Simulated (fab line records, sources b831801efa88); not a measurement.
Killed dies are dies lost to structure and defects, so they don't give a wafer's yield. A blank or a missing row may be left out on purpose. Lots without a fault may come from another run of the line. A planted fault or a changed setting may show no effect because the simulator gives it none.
fab line records | flow sky130
record lots=5 wafers=15 last_day=50
route steps=708 shown LDD_N@251 LDD_P@255 LDD_HVN@267 LDD_HVP@278 LDD_LDN@289
lots that met no fault: from a run of the same line without faults
start_h: hours from the record's first day to the start of the lot's first wafer shown | wait_h: hours since the lot's step before | " the same as in the row above | L1.1+2: a row that stands for several wafers | - no value, or no start given | * or withheld: withheld | < > ~ a bound
route shown NAME@n: a module of which the file shows steps, and the number in the route of the first | usual: mean/standard deviation of fault-free wafers | same: alike in all rows | chamber/n: place in a boat | sites: the reading at each site | _std_site: their standard deviation | _edge_site: outer sites' mean less inner sites' | radius_mm: how far each site lies from the wafer's centre | mask NAME#n: copy n | behind: the tool/chamber that last shaped the wafer | hold: why the lot was held/for how many hours/how that ended | device: the transistor (n, p or np) that didn't switch | end of line: the same wafers' tests at the end of the route | a step without rows: its recipe alone | killed: dies lost to structure and defects at the first sort, not the wafer's yield | map: a wafer's dies, x killed, . not, _ none there
set.NAME: the setting as run; set.NAME@STEP: as run at that earlier step | model.NAME: the simulator's own value behind a step, which no gauge read
lots at some steps of the route; a table a step, a row a wafer
services: from which hour (start_h, from the record's first day; less than 0 if before it) a tool's chamber was out of use, for how many hours, and why
## steps
# step SKY_LDD_N_IMPLANT_14
# recipe species=BF2 energy_kev=50 dose_cm2=5e+12 tilt_deg=30 rotation_deg=180
# usual dose_ions_cm2=5e+12/5.5e+09
# columns lot.wafer tool chamber start_h wait_h dose_ions_cm2
L076.2 implanter-02 0 423.60 0.1 5.001e+12
L076.3 " 0 " " 4.997e+12
L076.6 " 0 " " 5e+12
L079.3 implanter-02 0 454.52 0.1 4.998e+12
L079.4 " 0 " " 4.993e+12
L079.5 " 0 " " 5.003e+12
L081.1 implanter-03 0 488.92 0.1 4.997e+12
L081.3 " 0 " " 5.005e+12
L081.4 " 0 " " 4.993e+12
L091.1 implanter-02 0 561.52 0.1 4.989e+12
L091.2 " 0 " " 4.989e+12
L091.6 " 0 " " 4.984e+12
L095.2 implanter-01 0 587.10 0.1 4.995e+12
L095.3 " 0 " " 4.991e+12
L095.4 " 0 " " 5.006e+12
# step SKY_LDD_N_IMPLANT_15
# recipe species=BF2 energy_kev=50 dose_cm2=5e+12 tilt_deg=30 rotation_deg=270
# usual dose_ions_cm2=4.999e+12/5.1e+09
# columns lot.wafer tool chamber start_h wait_h dose_ions_cm2
L076.2 implanter-02 0 423.75 0.1 5.005e+12
L076.3 " 0 " " 5.003e+12
L076.6 " 0 " " 4.996e+12
L079.3 implanter-02 0 454.67 0.1 5.001e+12
L079.4 " 0 " " 4.999e+12
L079.5 " 0 " " 4.997e+12
L081.1 implanter-03 0 489.07 0.1 5e+12
L081.3 " 0 " " 5.001e+12
L081.4 " 0 " " 5.003e+12
L091.1 implanter-02 0 561.67 0.1 4.996e+12
L091.2 " 0 " " 5.005e+12
L091.6 " 0 " " 5.01e+12
L095.2 implanter-01 0 587.25 0.1 4.994e+12
L095.3 " 0 " " 4.994e+12
L095.4 " 0 " " 5.001e+12
# step SKY_LDD_N_STRIP_16
# recipe chemistry=O2/N2 power_w=1400 pressure_mtorr=1500 platen_temp_c=withheld o2_flow_sccm=3000 n2_flow_sccm=300 overash_fraction=0.5
# usual drypump_motor_current_A=5.52/0.24 n2_flow_sccm=300.0/0.8 oes_product_au=0.407/0.004 strip_time_to_endpoint_s=4.314/0.016
# columns lot.wafer tool chamber start_h wait_h drypump_motor_current_A n2_flow_sccm oes_product_au rf_hours_counter_h strip_time_to_endpoint_s
L076.2 plasma_asher-04 0 423.87 0.1 5.54 298.6 0.410 76 4.310
L076.3 " 1 " " 5.70 299.3 0.408 - 4.344
L076.6 " 1 " " 5.69 300.8 0.411 - 4.322
L079.3 plasma_asher-04 1 454.81 0.1 5.73 298.9 0.406 - 4.307
L079.4 " 0 " " 5.56 299.6 0.414 - 4.319
L079.5 " 1 " " 5.77 300.1 0.408 - 4.335
L081.1 plasma_asher-03 1 489.22 0.1 5.44 298.8 0.402 6 4.296
L081.3 " 0 " " 5.38 300.6 0.410 - 4.297
L081.4 " 1 " " 5.42 300.6 0.403 - 4.297
L091.1 plasma_asher-04 1 561.82 0.1 5.77 299.7 0.413 92 4.318
L091.2 " 0 " " 5.57 300.2 0.407 92 4.305
L091.6 " 0 " " 5.54 299.3 0.404 - 4.320
L095.2 plasma_asher-04 1 587.37 0.1 5.74 300.6 0.395 94 4.286
L095.3 " 1 " " 5.74 300.2 0.405 - 4.311
L095.4 " 0 " " 5.55 300.6 0.404 - 4.297
# step SKY_LDD_N_TW_MEAS_17
# usual LDD_N_TW=2581/18
# columns lot.wafer tool chamber start_h wait_h LDD_N_TW
L076.2 film_metro-01 - 423.98 0.1 2587
L076.3 " - " " 2583
L076.6 " - " " 2575
L079.3 film_metro-03 - 454.89 0.1 2630
L079.4 " - " " 2624
L079.5 " - " " 2618
L081.1 film_metro-01 - 489.32 0.1 2580
L081.3 " - " " 2577
L081.4 " - " " 2576
L091.1 film_metro-03 - 561.92 0.1 2603
L091.2 " - " " 2597
L091.6 " - " " 2615
L095.2 film_metro-04 - 587.48 0.1 2584
L095.3 " - " " 2585
L095.4 " - " " 2574
# step SKY_LDD_P_DEHYDRATE_00
# recipe temp_c=200 time_s=60
# columns lot.wafer tool chamber start_h wait_h
L076.2+3+6 litho_track-04 0 437.94 13.9
L079.3+4+5 litho_track-04 0 469.32 14.4
L081.1+3+4 litho_track-01 0 504.04 14.7
L091.1+2+6 litho_track-02 0 576.04 14.1
L095.2+3+4 litho_track-01 0 601.76 14.3
# step SKY_LDD_P_HMDS_01
# recipe prime_time_s=60 prime_temp_c=120
# columns lot.wafer tool chamber start_h wait_h
L076.2+3+6 litho_track-04 0 438.09 0.1
L079.3+4+5 litho_track-04 0 469.47 0.1
L081.1+3+4 litho_track-01 0 504.19 0.1
L091.1+2+6 litho_track-02 0 576.19 0.1
L095.2+3+4 litho_track-01 0 601.91 0.1
# step SKY_LDD_P_COAT_02
# recipe resist=NOVOLAK spin_rpm=3000 resist_thk_nm=1140
# columns lot.wafer tool chamber start_h wait_h
L076.2+3+6 litho_track-04 0 438.24 0.1
L079.3+4+5 litho_track-04 0 469.62 0.1
L081.1+3+4 litho_track-01 0 504.34 0.1
L091.1+2+6 litho_track-02 0 576.34 0.1
L095.2+3+4 litho_track-01 0 602.06 0.1
# step SKY_LDD_P_SOFTBAKE_03
# recipe temp_c=90 time_s=60 resist=NOVOLAK
# columns lot.wafer tool chamber start_h wait_h
L076.2+3+6 litho_track-04 0 438.39 0.1
L079.3+4+5 litho_track-04 0 469.77 0.1
L081.1+3+4 litho_track-01 0 504.49 0.1
L091.1+2+6 litho_track-02 0 576.49 0.1
L095.2+3+4 litho_track-01 0 602.21 0.1
# step SKY_LDD_P_EXPOSE_04
# recipe mask_id=PSDM na=0.6 source_shape=conventional sigma_outer=0.6 polarization=unpolarized target_cd_nm=380 dose_mj=138
# usual reticle_temp_C=23.03/0.088
# same na=0.6 sigma_outer=0.6
# columns lot.wafer tool chamber start_h wait_h mask reticle_temp_C
L076.2 iline_stepper-01 0 - - PSDM#0 23.08
L076.3 " 0 " " PSDM#0 23.05
L076.6 " 0 " " PSDM#0 23.00
L079.3 iline_stepper-02 0 - - PSDM#0 22.97
L079.4 " 0 " " PSDM#0 23.00
L079.5 " 0 " " PSDM#0 23.12
L081.1 iline_stepper-01 0 - - PSDM#0 22.99
L081.3 " 0 " " PSDM#0 23.09
L081.4 " 0 " " PSDM#0 23.17
L091.1 iline_stepper-02 0 - - PSDM#0 23.06
L091.2 " 0 " " PSDM#0 23.05
L091.6 " 0 " " PSDM#0 23.17
L095.2 iline_stepper-01 0 - - PSDM#0 22.99
L095.3 " 0 " " PSDM#0 22.89
L095.4 " 0 " " PSDM#0 22.89
# step SKY_LDD_P_PEB_05
# recipe temp_c=withheld time_s=* resist=NOVOLAK
# columns lot.wafer tool chamber start_h wait_h
L076.2+3+6 litho_track-04 0 - -
L079.3+4+5 litho_track-01 0 - -
L081.1+3+4 litho_track-04 0 - -
L091.1+2+6 litho_track-01 0 - -
L095.2+3+4 litho_track-01 0 - -
# step SKY_LDD_P_DEVELOP_06
# recipe resist=NOVOLAK developer=TMAH develop_time_s=60 dev_temp_c=23
# columns lot.wafer tool chamber start_h wait_h
L076.2+3+6 litho_track-04 0 454.24 0.1
L079.3+4+5 litho_track-01 0 485.24 0.1
L081.1+3+4 litho_track-04 0 519.82 0.1
L091.1+2+6 litho_track-01 0 591.29 0.1
L095.2+3+4 litho_track-01 0 617.36 0.1
# step SKY_LDD_P_CD_MEAS_07
# recipe target_cd_nm=380
# usual cd_nm=379.9/2.1
# columns lot.wafer tool chamber start_h wait_h cd_nm
L076.2 cd_sem-01 - 454.39 0.1 381.6
L076.3 " - " " 379.0
L076.6 " - " " 382.2
L079.3 cd_sem-02 - 485.38 0.1 381.8
L079.4 " - " " 381.1
L079.5 " - " " 377.3
L081.1 cd_sem-02 - 519.97 0.1 378.6
L081.3 " - " " 379.5
L081.4 " - " " 381.3
L091.1 cd_sem-02 - 591.44 0.1 382.8
L091.2 " - " " 384.8
L091.6 " - " " 383.1
L095.2 cd_sem-02 - 617.51 0.1 378.3
L095.3 " - " " 380.3
L095.4 " - " " 380.2
# step SKY_LDD_P_OVL_MEAS_08
# usual LDD_P_OVL=-0.4/1
# columns lot.wafer tool chamber start_h wait_h LDD_P_OVL[nm]
L076.2 overlay-02 - 454.49 0.1 -1.0
L076.3 " - " " -1.7
L076.6 " - " " -0.9
L079.3 overlay-01 - 485.47 0.1 -1.8
L079.4 " - " " -2.3
L079.5 " - " " 0.4
L081.1 overlay-02 - 520.09 0.1 0.8
L081.3 " - " " 1.8
L081.4 " - " " -1.3
L091.1 overlay-02 - 591.56 0.1 1.4
L091.2 " - " " -0.4
L091.6 " - " " 0.6
L095.2 overlay-02 - 617.61 0.1 -0.8
L095.3 " - " " 0.0
L095.4 " - " " -0.3
# step SKY_LDD_P_IMPLANT_09
# recipe species=BF2 energy_kev=25 dose_cm2=1e+13 tilt_deg=withheld
# usual dose_ions_cm2=1e+13/1e+10
# columns lot.wafer tool chamber start_h wait_h dose_ions_cm2
L076.2 implanter-01 0 454.55 0.0 9.998e+12
L076.3 " 0 " " 1.001e+13
L076.6 " 0 " " 1.0005e+13
L079.3 implanter-01 0 485.54 0.1 1.0009e+13
L079.4 " 0 " " 1.0013e+13
L079.5 " 0 " " 1.0003e+13
L081.1 implanter-04 0 520.12 0.0 9.995e+12
L081.3 " 0 " " 1e+13
L081.4 " 0 " " 1.0003e+13
L091.1 implanter-04 0 591.59 0.0 1.0008e+13
L091.2 " 0 " " 1.0003e+13
L091.6 " 0 " " 1.002e+13
L095.2 implanter-04 0 617.67 0.0 1.0008e+13
L095.3 " 0 " " 9.996e+12
L095.4 " 0 " " 1.0009e+13
# step SKY_LDD_P_STRIP_10
# recipe chemistry=O2/N2 power_w=1400 pressure_mtorr=1500 platen_temp_c=withheld o2_flow_sccm=3000 n2_flow_sccm=300 overash_fraction=0.5
# usual drypump_motor_current_A=5.7/0.37 n2_flow_sccm=300.0/0.83 oes_product_au=0.716/0.0047 strip_time_to_endpoint_s=14.19/0.037
# columns lot.wafer tool chamber start_h wait_h drypump_motor_current_A n2_flow_sccm oes_product_au rf_hours_counter_h strip_time_to_endpoint_s
L076.2 plasma_asher-02 0 454.67 0.1 6.4 299.2 0.711 59 14.16
L076.3 " 0 " " 6.4 298.2 0.712 - 14.11
L076.6 " 0 " " 6.4 299.1 0.725 - 14.17
L079.3 plasma_asher-03 0 485.68 0.1 5.4 301.4 0.710 - 14.11
L079.4 " 1 " " 5.5 300.5 0.727 - 14.15
L079.5 " 1 " " 5.4 299.7 0.713 - 14.13
L081.1 plasma_asher-04 1 520.27 0.1 5.7 301.1 0.712 87 14.18
L081.3 " 0 " " 5.5 300.9 0.716 - 14.15
L081.4 " 1 " " 5.7 300.4 0.704 - 14.17
L091.1 plasma_asher-03 0 591.74 0.1 5.4 300.2 0.717 17 14.22
L091.2 " 1 " " 5.4 299.6 0.718 17 14.22
L091.6 " 0 " " 5.4 298.5 0.709 - 14.23
L095.2 plasma_asher-02 0 617.79 0.1 6.4 299.8 0.716 75 14.12
L095.3 " 0 " " 6.4 300.1 0.720 - 14.15
L095.4 " 1 " " 5.9 300.0 0.707 - 14.16
# step SKY_LDD_P_TW_MEAS_11
# usual LDD_P_TW=632/3.4
# columns lot.wafer tool chamber start_h wait_h LDD_P_TW
L076.2 film_metro-04 - 454.78 0.1 634
L076.3 " - " " 635
L076.6 " - " " 635
L079.3 film_metro-04 - 485.76 0.1 634
L079.4 " - " " 632
L079.5 " - " " 635
L081.1 film_metro-02 - 520.37 0.1 629
L081.3 " - " " 631
L081.4 " - " " 628
L091.1 film_metro-02 - 591.84 0.1 631
L091.2 " - " " 631
L091.6 " - " " 631
L095.2 film_metro-02 - 617.90 0.1 634
L095.3 " - " " 629
L095.4 " - " " 631
# step SKY_LDD_HVN_DEHYDRATE_00
# recipe temp_c=200 time_s=60
# columns lot.wafer tool chamber start_h wait_h
L076.2+3+6 litho_track-03 0 469.44 14.6
L079.3+4+5 litho_track-01 0 500.69 14.9
L081.1+3+4 litho_track-01 0 535.04 14.7
L091.1+2+6 litho_track-01 0 606.09 14.2
L095.2+3+4 litho_track-02 0 631.61 13.7
# step SKY_LDD_HVN_HMDS_01
# recipe prime_time_s=60 prime_temp_c=120
# columns lot.wafer tool chamber start_h wait_h
L076.2+3+6 litho_track-03 0 469.59 0.1
L079.3+4+5 litho_track-01 0 500.84 0.1
L081.1+3+4 litho_track-01 0 535.19 0.1
L091.1+2+6 litho_track-01 0 606.24 0.1
L095.2+3+4 litho_track-02 0 631.76 0.1
# step SKY_LDD_HVN_COAT_02
# recipe resist=NOVOLAK spin_rpm=3000 resist_thk_nm=300
# columns lot.wafer tool chamber start_h wait_h
L076.2+3+6 litho_track-03 0 469.74 0.1
L079.3+4+5 litho_track-01 0 500.99 0.1
L081.1+3+4 litho_track-01 0 535.34 0.1
L091.1+2+6 litho_track-01 0 606.39 0.1
L095.2+3+4 litho_track-02 0 631.91 0.1
# step SKY_LDD_HVN_SOFTBAKE_03
# recipe temp_c=90 time_s=60 resist=NOVOLAK
# columns lot.wafer tool chamber start_h wait_h
L076.2+3+6 litho_track-03 0 469.89 0.1
L079.3+4+5 litho_track-01 0 501.14 0.1
L081.1+3+4 litho_track-01 0 535.49 0.1
L091.1+2+6 litho_track-01 0 606.54 0.1
L095.2+3+4 litho_track-02 0 632.06 0.1
# step SKY_LDD_HVN_EXPOSE_04
# recipe mask_id=HVNTM na=0.6 source_shape=conventional sigma_outer=0.6 polarization=unpolarized target_cd_nm=700 dose_mj=127
# usual reticle_temp_C=22.99/0.1
# same na=0.6 sigma_outer=0.6
# columns lot.wafer tool chamber start_h wait_h mask reticle_temp_C
L076.2 iline_stepper-01 0 - - HVNTM#0 22.95
L076.3 " 0 " " HVNTM#0 23.01
L076.6 " 0 " " HVNTM#0 22.95
L079.3 iline_stepper-01 0 - - HVNTM#0 23.04
L079.4 " 0 " " HVNTM#0 22.98
L079.5 " 0 " " HVNTM#0 22.93
L081.1 iline_stepper-01 0 - - HVNTM#0 22.99
L081.3 " 0 " " HVNTM#0 22.98
L081.4 " 0 " " HVNTM#0 23.06
L091.1 iline_stepper-01 0 - - HVNTM#0 22.88
L091.2 " 0 " " HVNTM#0 22.95
L091.6 " 0 " " HVNTM#0 23.09
L095.2 iline_stepper-02 0 - - HVNTM#0 22.93
L095.3 " 0 " " HVNTM#0 22.89
L095.4 " 0 " " HVNTM#0 23.04
# step SKY_LDD_HVN_PEB_05
# recipe temp_c=withheld time_s=* resist=NOVOLAK
# columns lot.wafer tool chamber start_h wait_h
L076.2+3+6 litho_track-03 0 - -
L079.3+4+5 litho_track-01 0 - -
L081.1+3+4 litho_track-03 0 - -
L091.1+2+6 litho_track-01 0 - -
L095.2+3+4 litho_track-02 0 - -
# step SKY_LDD_HVN_DEVELOP_06
# recipe resist=NOVOLAK developer=TMAH develop_time_s=60 dev_temp_c=23
# columns lot.wafer tool chamber start_h wait_h
L076.2+3+6 litho_track-03 0 485.29 0.1
L079.3+4+5 litho_track-01 0 516.24 0.1
L081.1+3+4 litho_track-03 0 549.82 0.1
L091.1+2+6 litho_track-01 0 620.59 0.1
L095.2+3+4 litho_track-02 0 646.46 0.1
# step SKY_LDD_HVN_OVL_MEAS_07
# usual LDD_HVN_OVL=-0.1/1.4
# columns lot.wafer tool chamber start_h wait_h LDD_HVN_OVL[nm]
L076.2 overlay-02 - 485.42 0.1 0.7
L076.3 " - " " 1.1
L076.6 " - " " 2.3
L079.3 overlay-01 - 516.35 0.1 0.4
L079.4 " - " " -0.4
L079.5 " - " " 1.2
L081.1 overlay-01 - 549.97 0.1 -1.3
L081.3 " - " " 0.0
L081.4 " - " " 0.1
L091.1 overlay-02 - 620.74 0.1 -2.5
L091.2 " - " " -3.3
L091.6 " - " " -2.4
L095.2 overlay-02 - 646.59 0.1 -1.5
L095.3 " - " " -3.1
L095.4 " - " " -1.5
# step SKY_LDD_HVN_IMPLANT_08
# recipe species=P energy_kev=60 dose_cm2=3e+13 tilt_deg=40
# usual dose_ions_cm2=2.999e+13/3.2e+10
# columns lot.wafer tool chamber start_h wait_h dose_ions_cm2
L076.2 implanter-03 0 485.48 0.0 3.002e+13
L076.3 " 0 " " 3.002e+13
L076.6 " 0 " " 2.998e+13
L079.3 implanter-03 0 516.42 0.1 3.002e+13
L079.4 " 0 " " 3.004e+13
L079.5 " 0 " " 3.002e+13
L081.1 implanter-02 0 550.00 0.0 3e+13
L081.3 " 0 " " 2.997e+13
L081.4 " 0 " " 3e+13
L091.1 implanter-04 0 620.77 0.0 2.998e+13
L091.2 " 0 " " 2.995e+13
L091.6 " 0 " " 2.994e+13
L095.2 implanter-04 0 646.65 0.0 2.998e+13
L095.3 " 0 " " 2.999e+13
L095.4 " 0 " " 2.999e+13
# step SKY_LDD_HVN_STRIP_09
# recipe chemistry=O2/N2 power_w=1400 pressure_mtorr=1500 platen_temp_c=withheld o2_flow_sccm=3000 n2_flow_sccm=300 overash_fraction=0.5
# usual drypump_motor_current_A=5.7/0.39 n2_flow_sccm=300.1/0.85 oes_product_au=0.408/0.0046 strip_time_to_endpoint_s=4.135/0.014
# columns lot.wafer tool chamber start_h wait_h drypump_motor_current_A n2_flow_sccm oes_product_au rf_hours_counter_h strip_time_to_endpoint_s
L076.2 plasma_asher-02 1 485.60 0.1 5.9 299.3 0.417 61 4.122
L076.3 " 0 " " 6.4 298.1 0.402 - 4.132
L076.6 " 1 " " 5.9 299.4 0.408 - 4.145
L079.3 plasma_asher-01 0 516.55 0.1 5.0 299.8 0.402 - 4.151
L079.4 " 1 " " 5.9 299.9 0.409 - 4.158
L079.5 " 1 " " 6.0 299.8 0.402 - 4.150
L081.1 plasma_asher-04 0 550.15 0.1 5.6 299.5 0.409 90 4.138
L081.3 " 1 " " 5.7 300.9 0.405 - 4.134
L081.4 " 0 " " 5.6 300.4 0.409 - 4.109
L091.1 plasma_asher-02 1 620.92 0.1 5.9 301.4 0.406 76 4.127
L091.2 " 0 " " 6.4 300.7 0.413 76 4.126
L091.6 " 0 " " 6.4 298.8 0.407 - 4.134
L095.2 plasma_asher-01 1 646.77 0.1 5.9 300.6 0.400 48 4.144
L095.3 " 0 " " 5.1 299.1 0.402 - 4.140
L095.4 " 1 " " 5.9 301.2 0.410 - 4.150
# step SKY_LDD_HVN_TW_MEAS_10
# usual LDD_HVN_TW=1437/9.8
# columns lot.wafer tool chamber start_h wait_h LDD_HVN_TW
L076.2 film_metro-03 - 485.71 0.1 1456
L076.3 " - " " 1470
L076.6 " - " " 1448
L079.3 film_metro-04 - 516.64 0.1 1437
L079.4 " - " " 1428
L079.5 " - " " 1431
L081.1 film_metro-03 - 550.25 0.1 1451
L081.3 " - " " 1442
L081.4 " - " " 1445
L091.1 film_metro-04 - 621.02 0.1 1433
L091.2 " - " " 1442
L091.6 " - " " 1443
L095.2 film_metro-02 - 646.88 0.1 1430
L095.3 " - " " 1438
L095.4 " - " " 1435
# step SKY_LDD_HVP_DEHYDRATE_00
# recipe temp_c=200 time_s=60
# columns lot.wafer tool chamber start_h wait_h
L076.2+3+6 litho_track-04 0 501.04 15.3
L079.3+4+5 litho_track-02 0 531.54 14.9
L081.1+3+4 litho_track-03 0 565.47 15.2
L091.1+2+6 litho_track-04 0 634.47 13.4
L095.2+3+4 litho_track-02 0 660.41 13.5
# step SKY_LDD_HVP_HMDS_01
# recipe prime_time_s=60 prime_temp_c=120
# columns lot.wafer tool chamber start_h wait_h
L076.2+3+6 litho_track-04 0 501.19 0.1
L079.3+4+5 litho_track-02 0 531.69 0.1
L081.1+3+4 litho_track-03 0 565.62 0.1
L091.1+2+6 litho_track-04 0 634.62 0.1
L095.2+3+4 litho_track-02 0 660.56 0.1
# step SKY_LDD_HVP_COAT_02
# recipe resist=NOVOLAK spin_rpm=3000 resist_thk_nm=300
# columns lot.wafer tool chamber start_h wait_h
L076.2+3+6 litho_track-04 0 501.34 0.1
L079.3+4+5 litho_track-02 0 531.84 0.1
L081.1+3+4 litho_track-03 0 565.77 0.1
L091.1+2+6 litho_track-04 0 634.77 0.1
L095.2+3+4 litho_track-02 0 660.71 0.1
# step SKY_LDD_HVP_SOFTBAKE_03
# recipe temp_c=90 time_s=60 resist=NOVOLAK
# columns lot.wafer tool chamber start_h wait_h
L076.2+3+6 litho_track-04 0 501.49 0.1
L079.3+4+5 litho_track-02 0 531.99 0.1
L081.1+3+4 litho_track-03 0 565.92 0.1
L091.1+2+6 litho_track-04 0 634.92 0.1
L095.2+3+4 litho_track-02 0 660.86 0.1
# step SKY_LDD_HVP_EXPOSE_04
# recipe mask_id=HVPTM na=0.6 source_shape=conventional sigma_outer=0.6 polarization=unpolarized target_cd_nm=700 dose_mj=86
# usual reticle_temp_C=23.01/0.11
# same na=0.6 sigma_outer=0.6
# columns lot.wafer tool chamber start_h wait_h mask reticle_temp_C
L076.2 iline_stepper-02 0 - - HVPTM#0 23.02
L076.3 " 0 " " HVPTM#0 23.08
L076.6 " 0 " " HVPTM#0 23.09
L079.3 iline_stepper-01 0 - - HVPTM#0 22.98
L079.4 " 0 " " HVPTM#0 23.01
L079.5 " 0 " " HVPTM#0 23.08
L081.1 iline_stepper-01 0 - - HVPTM#0 22.76
L081.3 " 0 " " HVPTM#0 22.83
L081.4 " 0 " " HVPTM#0 23.04
L091.1 iline_stepper-01 0 - - HVPTM#0 23.06
L091.2 " 0 " " HVPTM#0 22.89
L091.6 " 0 " " HVPTM#0 22.99
L095.2 iline_stepper-01 0 - - HVPTM#0 23.11
L095.3 " 0 " " HVPTM#0 22.94
L095.4 " 0 " " HVPTM#0 23.19
# step SKY_LDD_HVP_PEB_05
# recipe temp_c=withheld time_s=* resist=NOVOLAK
# columns lot.wafer tool chamber start_h wait_h
L076.2+3+6 litho_track-04 0 - -
L079.3+4+5 litho_track-02 0 - -
L081.1+3+4 litho_track-03 0 - -
L091.1+2+6 litho_track-02 0 - -
L095.2+3+4 litho_track-04 0 - -
# step SKY_LDD_HVP_DEVELOP_06
# recipe resist=NOVOLAK developer=TMAH develop_time_s=60 dev_temp_c=23
# columns lot.wafer tool chamber start_h wait_h
L076.2+3+6 litho_track-04 0 516.39 0.1
L079.3+4+5 litho_track-02 0 546.89 0.1
L081.1+3+4 litho_track-03 0 580.22 0.1
L091.1+2+6 litho_track-02 0 649.09 0.1
L095.2+3+4 litho_track-04 0 674.94 0.1
# step SKY_LDD_HVP_OVL_MEAS_07
# usual LDD_HVP_OVL=-0.5/1.3
# columns lot.wafer tool chamber start_h wait_h LDD_HVP_OVL[nm]
L076.2 overlay-02 - 516.52 0.1 0.9
L076.3 " - " " 1.0
L076.6 " - " " -0.2
L079.3 overlay-01 - 547.00 0.1 -0.7
L079.4 " - " " -0.6
L079.5 " - " " -0.1
L081.1 overlay-02 - 580.37 0.1 1.0
L081.3 " - " " 1.3
L081.4 " - " " 0.5
L091.1 overlay-01 - 649.24 0.1 1.1
L091.2 " - " " 0.6
L091.6 " - " " 0.4
L095.2 overlay-01 - 675.07 0.1 -1.2
L095.3 " - " " -2.1
L095.4 " - " " 0.3
# step SKY_LDD_HVP_IMPLANT_08
# recipe species=B energy_kev=20 dose_cm2=1.7e+13 tilt_deg=17.9
# usual dose_ions_cm2=1.7002e+13/1.9e+10
# columns lot.wafer tool chamber start_h wait_h dose_ions_cm2
L076.2 implanter-04 0 516.58 0.0 1.7005e+13
L076.3 " 0 " " 1.701e+13
L076.6 " 0 " " 1.6975e+13
L079.3 implanter-03 0 547.07 0.1 1.7011e+13
L079.4 " 0 " " 1.7003e+13
L079.5 " 0 " " 1.7012e+13
L081.1 implanter-01 0 580.40 0.0 1.7005e+13
L081.3 " 0 " " 1.7006e+13
L081.4 " 0 " " 1.7038e+13
L091.1 implanter-03 0 649.27 0.0 1.7021e+13
L091.2 " 0 " " 1.7058e+13
L091.6 " 0 " " 1.7007e+13
L095.2 implanter-04 0 675.13 0.0 1.699e+13
L095.3 " 0 " " 1.7016e+13
L095.4 " 0 " " 1.6987e+13
# step SKY_LDD_HVP_STRIP_09
# recipe chemistry=O2/N2 power_w=1400 pressure_mtorr=1500 platen_temp_c=withheld o2_flow_sccm=3000 n2_flow_sccm=300 overash_fraction=0.5
# usual drypump_motor_current_A=5.8/0.46 n2_flow_sccm=300.0/0.96 oes_product_au=0.409/0.0045 strip_time_to_endpoint_s=4.133/0.014
# columns lot.wafer tool chamber start_h wait_h drypump_motor_current_A n2_flow_sccm oes_product_au rf_hours_counter_h strip_time_to_endpoint_s
L076.2 plasma_asher-02 1 516.70 0.1 5.9 300.1 0.409 65 4.132
L076.3 " 0 " " 6.4 299.9 0.396 - 4.129
L076.6 " 1 " " 5.9 299.8 0.402 - 4.138
L079.3 plasma_asher-02 0 547.21 0.1 6.4 300.1 0.410 - 4.168
L079.4 " 1 " " 5.9 300.5 0.414 - 4.152
L079.5 " 0 " " 6.4 299.4 0.406 - 4.150
L081.1 plasma_asher-02 0 580.55 0.1 6.4 300.7 0.402 72 4.138
L081.3 " 0 " " 6.4 300.6 0.403 - 4.116
L081.4 " 1 " " 5.9 300.8 0.400 - 4.129
L091.1 plasma_asher-03 0 649.42 0.1 5.3 300.0 0.402 23 4.122
L091.2 " 1 " " 5.4 300.0 0.406 23 4.099
L091.6 " 0 " " 5.3 299.6 0.409 - 4.109
L095.2 plasma_asher-02 0 675.25 0.1 6.4 300.0 0.405 81 4.135
L095.3 " 0 " " 6.5 298.6 0.407 - 4.140
L095.4 " 1 " " 5.9 299.0 0.422 - 4.132
# step SKY_LDD_HVP_TW_MEAS_10
# usual LDD_HVP_TW=454/3.2
# columns lot.wafer tool chamber start_h wait_h LDD_HVP_TW
L076.2 film_metro-01 - 516.81 0.1 456
L076.3 " - " " 452
L076.6 " - " " 454
L079.3 film_metro-01 - 547.29 0.1 452
L079.4 " - " " 452
L079.5 " - " " 449
L081.1 film_metro-03 - 580.65 0.1 457
L081.3 " - " " 457
L081.4 " - " " 457
L091.1 film_metro-01 - 649.52 0.1 452
L091.2 " - " " 452
L091.6 " - " " 451
L095.2 film_metro-03 - 675.36 0.1 461
L095.3 " - " " 459
L095.4 " - " " 458
# step SKY_LDD_LDN_DEHYDRATE_00
# recipe temp_c=200 time_s=60
# columns lot.wafer tool chamber start_h wait_h
L076.2+3+6 litho_track-03 0 531.89 15.1
L079.3+4+5 litho_track-03 0 562.17 14.9
L081.1+3+4 litho_track-01 0 595.39 14.7
L091.1+2+6 litho_track-03 0 662.67 13.1
L095.2+3+4 litho_track-03 0 689.19 13.8
# step SKY_LDD_LDN_HMDS_01
# recipe prime_time_s=60 prime_temp_c=120
# columns lot.wafer tool chamber start_h wait_h
L076.2+3+6 litho_track-03 0 532.04 0.1
L079.3+4+5 litho_track-03 0 562.32 0.1
L081.1+3+4 litho_track-01 0 595.54 0.1
L091.1+2+6 litho_track-03 0 662.82 0.1
L095.2+3+4 litho_track-03 0 689.34 0.1
# step SKY_LDD_LDN_COAT_02
# recipe resist=NOVOLAK spin_rpm=3000 resist_thk_nm=1140
# columns lot.wafer tool chamber start_h wait_h
L076.2+3+6 litho_track-03 0 532.19 0.1
L079.3+4+5 litho_track-03 0 562.47 0.1
L081.1+3+4 litho_track-01 0 595.69 0.1
L091.1+2+6 litho_track-03 0 662.97 0.1
L095.2+3+4 litho_track-03 0 689.49 0.1
# step SKY_LDD_LDN_SOFTBAKE_03
# recipe temp_c=90 time_s=60 resist=NOVOLAK
# columns lot.wafer tool chamber start_h wait_h
L076.2+3+6 litho_track-03 0 532.34 0.1
L079.3+4+5 litho_track-03 0 562.62 0.1
L081.1+3+4 litho_track-01 0 595.84 0.1
L091.1+2+6 litho_track-03 0 663.12 0.1
L095.2+3+4 litho_track-03 0 689.64 0.1
## services
# columns tool chamber start_h hours kind
iline_stepper-02 - 399.88 4.4 pm
iline_stepper-01 - 404.33 1.7 pm
plasma_asher-03 - 421.25 9.0 pm
plasma_asher-03 - 431.08 2.7 repair
implanter-04 - 432.21 2.3 repair
plasma_asher-04 - 441.68 1.2 repair
implanter-04 - 456.19 7.0 pm
implanter-02 - 458.96 1.5 repair
plasma_asher-02 - 477.91 0.9 repair
implanter-03 - 481.24 1.1 repair
implanter-01 - 531.40 4.6 pm
implanter-02 - 535.30 4.4 pm
implanter-02 - 556.09 2.0 repair
plasma_asher-02 - 560.32 1.0 repair
implanter-03 - 566.77 3.4 pm
plasma_asher-04 - 573.52 1.0 repair
plasma_asher-02 - 610.15 0.9 repair
iline_stepper-01 - 619.67 1.7 pm
iline_stepper-01 - 622.93 1.3 repair
implanter-02 - 633.04 3.5 repair
implanter-02 - 634.51 4.2 repair
plasma_asher-04 - 645.43 3.6 repair
implanter-01 - 650.39 27.1 pm
implanter-02 - 682.49 3.7 repair
## key
fault none
